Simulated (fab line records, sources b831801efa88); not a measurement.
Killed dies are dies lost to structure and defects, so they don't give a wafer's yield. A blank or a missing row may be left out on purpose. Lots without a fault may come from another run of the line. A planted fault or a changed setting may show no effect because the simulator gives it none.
A struck lot beside a sound one | flow gf180mcu | 14 steps out of a route of 602
Sound: wafers L384.1, L384.3, L384.5. Struck: wafers L393.3, L393.5, L393.6. The cause comes at the end.
At each step with rows: each side's tool, then ch and its chambers, then its first start. Under that, the readings that differ: sound wafers | struck wafers | difference of the means | sigmas: that difference in standard deviations of wafers without a fault.
alike: readings whose means differ by less than 2 such deviations, and words and numbers that are the same on both sides. not compared: withheld readings, readings that some wafer has no value for, bounds like >300 that may hide the same value, and numbers for which the record gives no deviation and whose values overlap.
The two part at a step that has a row with sigmas, a row that says differs or no value, or rows on one side only. Numbers that don't overlap but have no deviation are shown without sigmas and don't part them. A reading that every wafer of one side lacks parts them only if that side has two wafers or more.

first, 1 step without rows for these wafers: GF_HV_LDD_CLEAN_51 (cleans in SC1/SC2, time 150 s).
GF_HV_LDD_RTA_52: time 10 s.
  sound on rtp_anneal-01 ch 0, day 15 12:25; struck on rtp_anneal-02 ch 0, day 18 07:07
  alike: lamp_power_pct, wafer_temp_C_max
GF_HV_LDD_RS_MEAS_53: measures by four-point-probe.
  sound on film_metro-04, day 15 12:29; struck on film_metro-04, day 18 07:12
  reading            | sound             | struck            | difference | sigmas
  HV_LDD_RS (ohm/sq) | 420.9 419.3 420.2 | 417.4 416.9 417.2 | -3.0       | -3
then, 1 step without rows for these wafers: GF_HV_LDD_CVD_54 (deposits SiO2 from TEOS, target thk 10 nm, time 75 s).
GF_HV_LDD_THK_MEAS_55:
  sound on film_metro-04, day 15 13:37; struck on film_metro-02, day 18 08:19
  alike: HV_LDD_CVD_54_THK
then, 1 step without rows for these wafers: GF_HV_LDD_CVD_56 (deposits Si3N4 from DCS/NH3, target thk 90 nm, time 1543 s).
GF_HV_LDD_THK_MEAS_57:
  sound on film_metro-04, day 15 15:49; struck on film_metro-02, day 18 09:56
  alike: HV_LDD_CVD_56_THK
GF_HV_LDD_ETCHBACK_58: etches Si3N4 in CH3F/O2, stops on SiO2, time 100 s, target depth 90 nm.
  sound on rie_diel-01 ch 0,2,3, day 15 15:53; struck on rie_diel-04 ch 0,1,3, day 18 09:59
  alike: drypump_motor_current_A, oes_product_au, throttle_valve_pct
  not compared: rf_hours_counter_h
then, 4 steps without rows for these wafers: GF_NSD_DEHYDRATE_00 (time 60 s); GF_NSD_HMDS_01 (prime time 60 s); GF_NSD_COAT_02 (resist thk 1000 nm); GF_NSD_SOFTBAKE_03 (time 60 s).
GF_NSD_EXPOSE_04: exposes mask Nplus, target cd 400 nm.
  sound on iline_stepper-01 ch 0, day 16 01:43; struck on iline_stepper-01, day 18 22:11
  no value came back on the struck wafers for exposure_dose_mJ_cm2, focus_offset_nm (nm); on the sound wafers exposure_dose_mJ_cm2 reads 139.96 139.94 140.20
  alike: mask
then, 1 step without rows for these wafers: GF_NSD_PEB_05.

WHERE THEY PART
First at GF_HV_LDD_RS_MEAS_53; last, within this record, at GF_NSD_EXPOSE_04.

WHY: what the simulator had put in
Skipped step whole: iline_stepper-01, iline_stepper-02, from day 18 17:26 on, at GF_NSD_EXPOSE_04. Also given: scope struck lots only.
